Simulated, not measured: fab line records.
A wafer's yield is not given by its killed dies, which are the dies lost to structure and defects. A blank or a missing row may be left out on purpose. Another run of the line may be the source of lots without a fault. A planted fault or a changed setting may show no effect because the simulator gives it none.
A lot that was struck, set against a sound lot :: flow sky130 :: 14 steps out of a route of 708
Sound: wafers L314.1, L314.3, L314.4. Wafers L321.3, L321.4, L321.6 were the ones struck. The cause is named last.
For every step that has rows: the tool of each side, followed by ch and its chambers, followed by its first start. Under that, the readings that differ: sound wafers :: struck wafers :: difference of the means :: sigmas: that difference in standard deviations of wafers without a fault.
alike: a reading whose means differ by less than 2 such deviations, as well as words and numbers matching on both sides. not compared: withheld readings; readings where some wafer has no value; bounds like >300 that might hide an equal value; numbers whose values overlap and for which the record gives no deviation.
The two part at a step that has a row with sigmas, a row that says differs or no value, or rows on one side only. Numbers that have no deviation but don't overlap get no sigmas and don't part them. A reading missing from all wafers of one side parts the sides only when that side holds two or more wafers.

first, 4 steps without rows for these wafers: SKY_SONOS_TUNNEL_SOFTBAKE_03 (time 60 s); SKY_SONOS_TUNNEL_EXPOSE_04 (exposes mask TUNM, target cd 410 nm); SKY_SONOS_TUNNEL_PEB_05; SKY_SONOS_TUNNEL_DEVELOP_06 (develop time 60 s).
SKY_SONOS_TUNNEL_CD_MEAS_07: target cd 410 nm.
  sound on cd_sem-02, day 11 10:05; struck on cd_sem-01, day 13 16:08
  alike: cd_nm
SKY_SONOS_TUNNEL_OVL_MEAS_08:
  sound on overlay-02, day 11 10:13; struck on overlay-02, day 13 16:13
  alike: SONOS_TUNNEL_OVL
then, 3 steps without rows for these wafers: SKY_SONOS_TUNNEL_IMPLANT_09; SKY_SONOS_TUNNEL_WET_ETCH_10 (etches SiO2 in dHF, target depth 14 nm, time 280 s); SKY_SONOS_TUNNEL_STRIP_11 (strips in SPM, time 600 s).
SKY_SONOS_TUNNEL_TW_MEAS_12:
  sound on film_metro-03, day 11 10:40; struck on film_metro-02, day 13 16:41
  alike: SONOS_TUNNEL_TW
then, 2 steps without rows for these wafers: SKY_SONOS_TUNNEL_CLEAN_13 (cleans in dHF, time 20 s); SKY_SONOS_ONO_OXIDATION_00 (stabilise 600 s, purge 300 s, target thk 2.6 nm).
SKY_SONOS_ONO_THK_MEAS_01:
  sound on film_metro-01, day 11 12:59; struck on film_metro-04, day 13 19:33
reading: SONOS_ONO_OXIDATION_THK (nm)
sound: 2.57 2.64 2.62
struck: 5.94 5.93 5.96
difference: +3.33
sigmas: +63
  not compared: hold
SKY_PAD_OPEN_PROBE_99:
  rows exist in the record for the sound wafers here (prober-01, day 45 20:16), none for the struck ones

== WHERE THEY PART ==
Last at SKY_PAD_OPEN_PROBE_99 as far as this record goes, first at SKY_SONOS_ONO_THK_MEAS_01.

WHY: whatever the simulator had introduced
Metrology matching offset: film_metro-04, from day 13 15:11 on, at SKY_SONOS_ONO_THK_MEAS_01. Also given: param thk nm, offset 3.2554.
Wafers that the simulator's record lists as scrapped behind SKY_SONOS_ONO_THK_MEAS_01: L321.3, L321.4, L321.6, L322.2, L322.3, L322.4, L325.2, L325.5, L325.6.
